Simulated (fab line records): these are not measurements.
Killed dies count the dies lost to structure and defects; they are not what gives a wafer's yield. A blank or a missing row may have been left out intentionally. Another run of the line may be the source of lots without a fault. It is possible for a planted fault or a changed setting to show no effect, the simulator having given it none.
fab line records + flow gf180mcu
record
- lots=12
- wafers=36
- last_day=34
route steps=602 shown HV_LDD@213 PSD@261 NSD@262 SALICIDE@281
lots that met no fault: taken from a fault-free run of the same line
start_h: start of the lot's first displayed wafer, in hours after the record's first day + wait_h: hours from the lot's prior step to this one + " identical to the entry in the row above + L1.1+2: one row covering several wafers at once + - no value present, or no start provided + * or withheld: withheld + < > ~ a bound
route shown NAME@n: NAME is a module with steps in the file, n the number in the route of the first one + usual: average and standard deviation across the fault-free wafers + same: alike in all rows + chamber/n: place in a boat + sites: per-site readings + _std_site: the values' standard deviation + _edge_site: outer sites' mean less inner sites' + radius_mm: how far each site lies from the wafer's centre + mask NAME#n: copy n + behind: the most recent tool/chamber to have shaped the wafer + hold: what put the lot on hold/how long, in hours/how the hold closed + device: the transistor (n, p or np) that didn't switch + end of line: tests of these same wafers at the route's end + for a step that has no rows: nothing shown but its recipe + killed: dies that structure and defects cost at the first sort, which is not the same as the wafer's yield + map: a wafer's dies, marking killed ones x, the rest . and places with no die _
set.NAME: the setting the step ran with; set.NAME@STEP: the setting that earlier step ran with + model.NAME: the simulator's own value behind a step, which no gauge read
the route's steps for a sample of lots (tables are steps, rows are wafers)
services: the hour from which a tool's chamber was out of use, counted from the record's first day as start_h (under 0 if before that day), plus the number of hours and why
## steps
# step GF_HV_LDD_STRIP_37
# recipe
- chemistry=O2/N2
- power_w=1400
- pressure_mtorr=1500
- platen_temp_c=250
- o2_flow_sccm=3000
- n2_flow_sccm=300
- overash_fraction=0.5
# usual
- drypump_motor_current_A=5.5/0.39
- heater_power_w=332/20
- oes_product_au=0.715/0.0045
- strip_time_to_endpoint_s=12.62/0.035
| lot.wafer | tool            | chamber | start_h | wait_h | drypump_motor_current_A | heater_power_w | oes_product_au | rf_hours_counter_h | strip_time_to_endpoint_s |
|-----------|-----------------|---------|---------|--------|-------------------------|----------------|----------------|--------------------|--------------------------|
| L628.3    | plasma_asher-04 | 1       | 249.67  | 0.1    | 5.4                     | 344            | 0.709          | -                  | 12.61                    |
| L628.4    | "               | 0       | "       | "      | 4.9                     | 341            | 0.714          | -                  | 12.60                    |
| L628.6    | "               | 0       | "       | "      | 4.9                     | 325            | 0.711          | -                  | 12.61                    |
| L630.1    | plasma_asher-04 | 1       | 267.63  | 0.1    | 5.4                     | 347            | 0.715          | 47                 | 12.59                    |
| L630.3    | "               | 1       | "       | "      | 5.4                     | 346            | 0.714          | -                  | 12.60                    |
| L630.4    | "               | 0       | "       | "      | 5.0                     | 319            | 0.713          | -                  | 12.60                    |
| L632.2    | plasma_asher-02 | 0       | 292.06  | 0.1    | 5.6                     | 303            | 0.713          | 17                 | 12.61                    |
| L632.3    | "               | 0       | "       | "      | 5.6                     | 309            | 0.708          | -                  | 12.58                    |
| L632.4    | "               | 1       | "       | "      | 6.0                     | 357            | 0.715          | -                  | 12.60                    |
| L633.3    | plasma_asher-02 | 1       | 298.92  | 0.1    | 6.0                     | 352            | 0.713          | -                  | 12.59                    |
| L633.5    | "               | 0       | "       | "      | 5.6                     | 305            | 0.717          | -                  | 12.60                    |
| L633.6    | "               | 1       | "       | "      | 6.0                     | 349            | 0.711          | -                  | 12.59                    |
| L634.1    | plasma_asher-01 | 1       | 309.57  | 0.1    | 6.1                     | 299            | 0.719          | 66                 | 12.66                    |
| L634.2    | "               | 0       | "       | "      | 5.3                     | 354            | 0.711          | 66                 | 12.66                    |
| L634.3    | "               | 1       | "       | "      | 6.1                     | 305            | 0.711          | -                  | 12.64                    |
| L635.3    | plasma_asher-04 | 1       | 316.10  | 0.1    | 5.4                     | 354            | 0.718          | -                  | 12.59                    |
| L635.4    | "               | 0       | "       | "      | 5.0                     | 336            | 0.714          | -                  | 12.67                    |
| L635.6    | "               | 1       | "       | "      | 5.4                     | 348            | 0.711          | -                  | 12.65                    |
| L638.4    | plasma_asher-01 | 0       | 330.62  | 0.1    | 5.3                     | 351            | 0.714          | -                  | 12.67                    |
| L638.5    | "               | 0       | "       | "      | 5.3                     | 363            | 0.710          | -                  | 12.64                    |
| L638.6    | "               | 1       | "       | "      | 6.1                     | 301            | 0.717          | -                  | 12.66                    |
| L641.2    | plasma_asher-02 | 0       | 353.88  | 0.1    | 5.5                     | 307            | 0.722          | 23                 | 12.56                    |
| L641.3    | "               | 1       | "       | "      | 6.0                     | 341            | 0.715          | -                  | 12.62                    |
| L641.6    | "               | 0       | "       | "      | 5.5                     | 309            | 0.712          | -                  | 12.59                    |
| L642.3    | plasma_asher-02 | 0       | 369.62  | 0.1    | 5.5                     | 306            | 0.713          | -                  | 12.67                    |
| L642.4    | "               | 1       | "       | "      | 6.0                     | 351            | 0.713          | -                  | 12.62                    |
| L642.6    | "               | 1       | "       | "      | 6.0                     | 359            | 0.714          | -                  | 12.64                    |
| L645.4    | plasma_asher-01 | 1       | 389.55  | 0.1    | 6.1                     | 307            | 0.723          | -                  | 12.64                    |
| L645.5    | "               | 0       | "       | "      | 5.3                     | 350            | 0.710          | -                  | 12.66                    |
| L645.6    | "               | 1       | "       | "      | 6.1                     | 304            | 0.714          | -                  | 12.63                    |
| L646.1    | plasma_asher-02 | 0       | 395.71  | 0.1    | 5.5                     | 312            | 0.712          | 28                 | 12.63                    |
| L646.2    | "               | 1       | "       | "      | 5.9                     | 354            | 0.717          | 28                 | 12.66                    |
| L646.5    | "               | 1       | "       | "      | 6.0                     | 346            | 0.715          | -                  | 12.61                    |
| L649.2    | plasma_asher-04 | 0       | 418.78  | 0.1    | 4.9                     | 332            | 0.716          | 63                 | 12.67                    |
| L649.3    | "               | 0       | "       | "      | 5.0                     | 325            | 0.712          | -                  | 12.65                    |
| L649.4    | "               | 1       | "       | "      | 5.4                     | 358            | 0.711          | -                  | 12.64                    |
# step GF_HV_LDD_OVL_MEAS_47
# usual
- HV_LDD_03_OVL=-0.1/1.3
| lot.wafer | tool       | chamber | start_h | wait_h | HV_LDD_03_OVL[nm] |
|-----------|------------|---------|---------|--------|-------------------|
| L628.3    | overlay-02 | -       | 268.56  | 0.1    | 1.3               |
| L628.4    | "          | -       | "       | "      | 1.7               |
| L628.6    | "          | -       | "       | "      | 1.4               |
| L630.1    | overlay-02 | -       | 287.48  | 0.1    | 1.4               |
| L630.3    | "          | -       | "       | "      | 0.7               |
| L630.4    | "          | -       | "       | "      | 2.5               |
| L632.2    | overlay-02 | -       | 312.24  | 0.1    | 1.0               |
| L632.3    | "          | -       | "       | "      | 0.9               |
| L632.4    | "          | -       | "       | "      | 0.5               |
| L633.3    | overlay-01 | -       | 319.09  | 0.1    | -1.4              |
| L633.5    | "          | -       | "       | "      | -1.0              |
| L633.6    | "          | -       | "       | "      | 0.1               |
| L634.1    | overlay-02 | -       | 330.48  | 0.1    | 1.4               |
| L634.2    | "          | -       | "       | "      | 1.8               |
| L634.3    | "          | -       | "       | "      | 1.2               |
| L635.3    | overlay-02 | -       | 337.14  | 0.1    | 0.6               |
| L635.4    | "          | -       | "       | "      | 0.5               |
| L635.6    | "          | -       | "       | "      | 1.3               |
| L638.4    | overlay-02 | -       | 351.85  | 0.1    | 1.1               |
| L638.5    | "          | -       | "       | "      | 0.7               |
| L638.6    | "          | -       | "       | "      | 0.7               |
| L641.2    | overlay-01 | -       | 376.65  | 0.1    | 0.0               |
| L641.3    | "          | -       | "       | "      | -1.3              |
| L641.6    | "          | -       | "       | "      | -0.9              |
| L642.3    | overlay-02 | -       | 392.21  | 0.1    | 0.2               |
| L642.4    | "          | -       | "       | "      | -0.7              |
| L642.6    | "          | -       | "       | "      | 0.3               |
| L645.4    | overlay-02 | -       | 412.91  | 0.1    | -1.2              |
| L645.5    | "          | -       | "       | "      | -1.8              |
| L645.6    | "          | -       | "       | "      | -0.1              |
| L646.1    | overlay-02 | -       | 420.22  | 0.1    | -1.9              |
| L646.2    | "          | -       | "       | "      | -2.1              |
| L646.5    | "          | -       | "       | "      | -1.9              |
| L649.2    | overlay-02 | -       | 443.23  | 0.1    | -0.5              |
| L649.3    | "          | -       | "       | "      | -0.5              |
| L649.4    | "          | -       | "       | "      | -1.1              |
# step GF_PSD_RTA_13
# recipe
- temp_c=1025
- time_s=20
- ambient=N2
# usual
- lamp_power_pct=36.6/2.7
- wafer_temp_C_max=1029.2/0.87
| lot.wafer | tool          | chamber | start_h | wait_h | lamp_power_pct | wafer_temp_C_max |
|-----------|---------------|---------|---------|--------|----------------|------------------|
| L628.3    | rtp_anneal-01 | 0       | 311.45  | 0.0    | 39.2           | 1029.0           |
| L628.4    | "             | 0       | "       | "      | 39.3           | 1028.5           |
| L628.6    | "             | 0       | "       | "      | 39.2           | 1029.3           |
| L630.1    | rtp_anneal-02 | 0       | 332.47  | 0.0    | 33.8           | 1029.3           |
| L630.3    | "             | 0       | "       | "      | 33.8           | 1029.9           |
| L630.4    | "             | 0       | "       | "      | 33.8           | 1030.7           |
| L632.2    | rtp_anneal-02 | 0       | 358.56  | 0.0    | 33.8           | 1029.3           |
| L632.3    | "             | 0       | "       | "      | 33.8           | 1028.5           |
| L632.4    | "             | 0       | "       | "      | 33.9           | 1028.3           |
| L633.3    | rtp_anneal-01 | 0       | 366.75  | 0.0    | 39.2           | 1028.1           |
| L633.5    | "             | 0       | "       | "      | 39.2           | 1029.8           |
| L633.6    | "             | 0       | "       | "      | 39.3           | 1028.6           |
| L634.1    | rtp_anneal-01 | 0       | 378.88  | 0.0    | 39.2           | 1028.4           |
| L634.2    | "             | 0       | "       | "      | 39.3           | 1028.9           |
| L634.3    | "             | 0       | "       | "      | 39.2           | 1028.8           |
| L635.3    | rtp_anneal-01 | 0       | 385.47  | 0.0    | 39.3           | 1027.8           |
| L635.4    | "             | 0       | "       | "      | 39.3           | 1028.0           |
| L635.6    | "             | 0       | "       | "      | 39.3           | 1028.7           |
| L638.4    | rtp_anneal-02 | 0       | 401.51  | 0.0    | 33.8           | 1029.3           |
| L638.5    | "             | 0       | "       | "      | 33.9           | 1028.7           |
| L638.6    | "             | 0       | "       | "      | 33.9           | 1028.4           |
| L641.2    | rtp_anneal-01 | 0       | 428.39  | 0.0    | 39.3           | 1030.6           |
| L641.3    | "             | 0       | "       | "      | 39.3           | 1027.9           |
| L641.6    | "             | 0       | "       | "      | 39.2           | 1029.9           |
| L642.3    | rtp_anneal-02 | 0       | 444.60  | 0.0    | 33.8           | 1029.9           |
| L642.4    | "             | 0       | "       | "      | 33.8           | 1028.8           |
| L642.6    | "             | 0       | "       | "      | 33.9           | 1030.2           |
| L645.4    | rtp_anneal-02 | 0       | 465.29  | 0.0    | 35.7           | 1031.2           |
| L645.5    | "             | 0       | "       | "      | 35.6           | 1029.3           |
| L645.6    | "             | 0       | "       | "      | 35.7           | 1029.1           |
| L646.1    | rtp_anneal-02 | 0       | 472.40  | 0.0    | 35.6           | 1028.7           |
| L646.2    | "             | 0       | "       | "      | 35.7           | 1029.4           |
| L646.5    | "             | 0       | "       | "      | 35.7           | 1028.9           |
| L649.2    | rtp_anneal-01 | 0       | 496.38  | 0.0    | 39.3           | 1028.7           |
| L649.3    | "             | 0       | "       | "      | 39.3           | 1030.1           |
| L649.4    | "             | 0       | "       | "      | 39.3           | 1028.2           |
# step GF_PSD_RS_MEAS_14
# recipe
- thk_meas_gauge=four-point-probe
# usual
- NSD_RS=46.14/0.072
| lot.wafer | tool          | chamber | start_h | wait_h | NSD_RS[ohm/sq] |
|-----------|---------------|---------|---------|--------|----------------|
| L628.3    | film_metro-03 | -       | 311.55  | 0.1    | 46.23          |
| L628.4    | "             | -       | "       | "      | 46.24          |
| L628.6    | "             | -       | "       | "      | 46.19          |
| L630.1    | film_metro-01 | -       | 332.64  | 0.1    | 46.10          |
| L630.3    | "             | -       | "       | "      | 46.16          |
| L630.4    | "             | -       | "       | "      | 46.15          |
| L632.2    | film_metro-03 | -       | 358.65  | 0.1    | 46.10          |
| L632.3    | "             | -       | "       | "      | 46.15          |
| L632.4    | "             | -       | "       | "      | 45.95          |
| L633.3    | film_metro-02 | -       | 366.84  | 0.1    | 46.24          |
| L633.5    | "             | -       | "       | "      | 46.16          |
| L633.6    | "             | -       | "       | "      | 46.15          |
| L634.1    | film_metro-02 | -       | 378.96  | 0.1    | 45.97          |
| L634.2    | "             | -       | "       | "      | 45.93          |
| L634.3    | "             | -       | "       | "      | 46.03          |
| L635.3    | film_metro-01 | -       | 385.57  | 0.1    | 46.19          |
| L635.4    | "             | -       | "       | "      | 46.23          |
| L635.6    | "             | -       | "       | "      | 46.11          |
| L638.4    | film_metro-01 | -       | 401.61  | 0.1    | 46.16          |
| L638.5    | "             | -       | "       | "      | 46.15          |
| L638.6    | "             | -       | "       | "      | 46.15          |
| L641.2    | film_metro-02 | -       | 428.48  | 0.1    | 46.06          |
| L641.3    | "             | -       | "       | "      | 46.22          |
| L641.6    | "             | -       | "       | "      | 46.13          |
| L642.3    | film_metro-03 | -       | 444.69  | 0.1    | 46.20          |
| L642.4    | "             | -       | "       | "      | 46.04          |
| L642.6    | "             | -       | "       | "      | 46.05          |
| L645.4    | film_metro-01 | -       | 465.40  | 0.1    | 43.22          |
| L645.5    | "             | -       | "       | "      | 43.21          |
| L645.6    | "             | -       | "       | "      | 43.15          |
| L646.1    | film_metro-02 | -       | 472.56  | 0.1    | 43.16          |
| L646.2    | "             | -       | "       | "      | 43.13          |
| L646.5    | "             | -       | "       | "      | 43.18          |
| L649.2    | film_metro-01 | -       | 496.47  | 0.1    | 46.25          |
| L649.3    | "             | -       | "       | "      | 46.22          |
| L649.4    | "             | -       | "       | "      | 46.19          |
# step GF_PSD_RS_MEAS_15
# recipe
- thk_meas_gauge=four-point-probe
# usual
- PSD_RS=108.54/0.26
| lot.wafer | tool          | chamber | start_h | wait_h | PSD_RS[ohm/sq] |
|-----------|---------------|---------|---------|--------|----------------|
| L628.3    | film_metro-03 | -       | 311.67  | 0.1    | 108.50         |
| L628.4    | "             | -       | "       | "      | 108.49         |
| L628.6    | "             | -       | "       | "      | 108.18         |
| L630.1    | film_metro-01 | -       | 332.76  | 0.1    | 108.81         |
| L630.3    | "             | -       | "       | "      | 108.77         |
| L630.4    | "             | -       | "       | "      | 108.50         |
| L632.2    | film_metro-03 | -       | 358.77  | 0.1    | 108.47         |
| L632.3    | "             | -       | "       | "      | 108.47         |
| L632.4    | "             | -       | "       | "      | 107.96         |
| L633.3    | film_metro-02 | -       | 366.96  | 0.1    | 108.49         |
| L633.5    | "             | -       | "       | "      | 108.31         |
| L633.6    | "             | -       | "       | "      | 108.09         |
| L634.1    | film_metro-02 | -       | 379.08  | 0.1    | 108.55         |
| L634.2    | "             | -       | "       | "      | 108.37         |
| L634.3    | "             | -       | "       | "      | 108.66         |
| L635.3    | film_metro-01 | -       | 385.69  | 0.1    | 108.58         |
| L635.4    | "             | -       | "       | "      | 108.53         |
| L635.6    | "             | -       | "       | "      | 108.64         |
| L638.4    | film_metro-01 | -       | 401.73  | 0.1    | 108.75         |
| L638.5    | "             | -       | "       | "      | 108.82         |
| L638.6    | "             | -       | "       | "      | 108.74         |
| L641.2    | film_metro-02 | -       | 428.60  | 0.1    | 108.64         |
| L641.3    | "             | -       | "       | "      | 108.71         |
| L641.6    | "             | -       | "       | "      | 108.67         |
| L642.3    | film_metro-03 | -       | 444.81  | 0.1    | 108.45         |
| L642.4    | "             | -       | "       | "      | 108.29         |
| L642.6    | "             | -       | "       | "      | 108.23         |
| L645.4    | film_metro-01 | -       | 465.52  | 0.1    | 99.82          |
| L645.5    | "             | -       | "       | "      | 99.84          |
| L645.6    | "             | -       | "       | "      | 100.37         |
| L646.1    | film_metro-02 | -       | 472.68  | 0.1    | 100.19         |
| L646.2    | "             | -       | "       | "      | 100.06         |
| L646.5    | "             | -       | "       | "      | 100.12         |
| L649.2    | film_metro-01 | -       | 496.59  | 0.1    | 108.65         |
| L649.3    | "             | -       | "       | "      | 108.83         |
| L649.4    | "             | -       | "       | "      | 108.65         |
# step GF_SALICIDE_SPUTTER_03
# recipe
- material=TiN
- target_thk_nm=20
- power_w=6500
- time_s=16.7
- chamber_pressure_pa=0.4
# usual
- cathode_dc_power_W=6500.1/1.2
- throttle_valve_pct=30.0/0.84
| lot.wafer | tool           | chamber | start_h | wait_h | cathode_dc_power_W | throttle_valve_pct |
|-----------|----------------|---------|---------|--------|--------------------|--------------------|
| L628.3    | pvd_sputter-04 | -       | 332.78  | 0.0    | 6501.6             | 31.6               |
| L628.4    | "              | -       | "       | "      | 6501.6             | 30.8               |
| L628.6    | "              | -       | "       | "      | 6500.5             | 31.7               |
| L630.1    | pvd_sputter-03 | -       | 354.55  | 0.0    | 6499.2             | 29.6               |
| L630.3    | "              | -       | "       | "      | 6499.5             | 30.5               |
| L630.4    | "              | -       | "       | "      | 6498.8             | 29.0               |
| L632.2    | pvd_sputter-03 | -       | 381.34  | 0.0    | 6498.8             | 30.6               |
| L632.3    | "              | -       | "       | "      | 6500.0             | 29.5               |
| L632.4    | "              | -       | "       | "      | 6500.1             | 29.2               |
| L633.3    | pvd_sputter-04 | -       | 390.24  | 0.0    | 6500.6             | 29.7               |
| L633.5    | "              | -       | "       | "      | 6498.1             | 31.7               |
| L633.6    | "              | -       | "       | "      | 6499.8             | 29.4               |
| L634.1    | pvd_sputter-02 | -       | 402.85  | 0.0    | 6500.6             | 29.5               |
| L634.2    | "              | -       | "       | "      | 6498.6             | 28.9               |
| L634.3    | "              | -       | "       | "      | 6498.3             | 29.6               |
| L635.3    | pvd_sputter-03 | -       | 409.41  | 0.0    | 6499.5             | 29.6               |
| L635.4    | "              | -       | "       | "      | 6499.8             | 30.5               |
| L635.6    | "              | -       | "       | "      | 6500.5             | 28.9               |
| L638.4    | pvd_sputter-04 | -       | 426.65  | 0.0    | 6501.5             | 29.5               |
| L638.5    | "              | -       | "       | "      | 6498.9             | 29.4               |
| L638.6    | "              | -       | "       | "      | 6499.1             | 29.8               |
| L641.2    | pvd_sputter-04 | -       | 453.59  | 0.0    | 6499.3             | 29.2               |
| L641.3    | "              | -       | "       | "      | 6500.3             | 30.7               |
| L641.6    | "              | -       | "       | "      | 6498.7             | 31.6               |
| L642.3    | pvd_sputter-02 | -       | 469.68  | 0.0    | 6498.2             | 29.6               |
| L642.4    | "              | -       | "       | "      | 6498.6             | 29.1               |
| L642.6    | "              | -       | "       | "      | 6501.1             | 29.0               |
| L645.4    | pvd_sputter-02 | -       | 490.09  | 0.0    | 6501.4             | 29.6               |
| L645.5    | "              | -       | "       | "      | 6502.0             | 29.5               |
| L645.6    | "              | -       | "       | "      | 6500.4             | 28.9               |
| L646.1    | pvd_sputter-04 | -       | 497.24  | 0.0    | 6500.5             | 31.7               |
| L646.2    | "              | -       | "       | "      | 6499.8             | 30.8               |
| L646.5    | "              | -       | "       | "      | 6502.2             | 31.6               |
| L649.2    | pvd_sputter-04 | -       | 520.59  | 0.0    | 6499.3             | 29.5               |
| L649.3    | "              | -       | "       | "      | 6498.5             | 31.0               |
| L649.4    | "              | -       | "       | "      | 6499.7             | 29.5               |
## services
| tool            | chamber | start_h | hours | kind                   |
|-----------------|---------|---------|-------|------------------------|
| plasma_asher-04 | -       | 261.09  | 0.8   | repair                 |
| plasma_asher-02 | -       | 321.26  | 2.6   | repair                 |
| plasma_asher-02 | -       | 322.01  | 1.4   | repair                 |
| pvd_sputter-04  | -       | 345.77  | 2.6   | repair                 |
| pvd_sputter-04  | 1       | 349.72  | -     | consumable_replace:kit |
| pvd_sputter-04  | 1       | 349.72  | 18.0  | scheduled_down         |
| pvd_sputter-04  | 1       | 349.72  | 18.0  | vent_cycle             |
| pvd_sputter-03  | 1       | 350.89  | -     | consumable_replace:kit |
| pvd_sputter-03  | 1       | 350.89  | 18.0  | scheduled_down         |
| pvd_sputter-03  | 1       | 350.89  | 18.0  | vent_cycle             |
| plasma_asher-04 | -       | 367.09  | 5.4   | repair                 |
| pvd_sputter-03  | -       | 367.86  | 0.7   | repair                 |
| pvd_sputter-03  | -       | 388.63  | 5.8   | repair                 |
| plasma_asher-04 | -       | 406.97  | 2.8   | pm                     |
| rtp_anneal-01   | -       | 407.04  | 3.9   | pm                     |
| plasma_asher-01 | -       | 421.25  | 9.0   | pm                     |
| pvd_sputter-03  | -       | 426.83  | 0.5   | repair                 |
| pvd_sputter-04  | -       | 431.09  | 1.8   | repair                 |
| rtp_anneal-01   | -       | 432.03  | 0.6   | pm                     |
| plasma_asher-04 | -       | 437.62  | 4.6   | repair                 |
| plasma_asher-01 | -       | 480.20  | 14.6  | pm                     |
| rtp_anneal-01   | -       | 485.47  | 9.7   | pm                     |
| pvd_sputter-02  | -       | 497.27  | 4.7   | repair                 |
| plasma_asher-01 | -       | 499.75  | 2.3   | repair                 |
## key
first_sign
- step=GF_PSD_RS_MEAS_14
- reading=NSD_RS
- direction=down
- sigmas=41
- usual=46.14
- struck=43.18
effect
- step=GF_PSD_RS_MEAS_15
- reading=PSD_RS
- direction=down
- sigmas=33
- usual=108.54
- struck=100.07
met_at GF_PSD_RTA_13
struck_lots L645,L646
tester_left_out L645,L646
not_acting_at GF_HV_LDD_STRIP_37,GF_HV_LDD_OVL_MEAS_47,GF_SALICIDE_SPUTTER_03
onset_between 444.60 465.29
fault
- kind=process_parameter_drift
- tool=rtp_anneal-02
- chamber=-
- onset_h=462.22
- steps=GF_PSD_RTA_13
- channel=temp_c
- offset=*
- shape=step
- end_h=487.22
- acts_in=*
- stated=*
# tester_left_out: of these lots the tester's yield and bins aren't shown, on N5 and GAA mostly nor the transistor test; their killed dies are dies lost to structure and defects alone, not to doping, threshold or leakage, so they don't give the yield
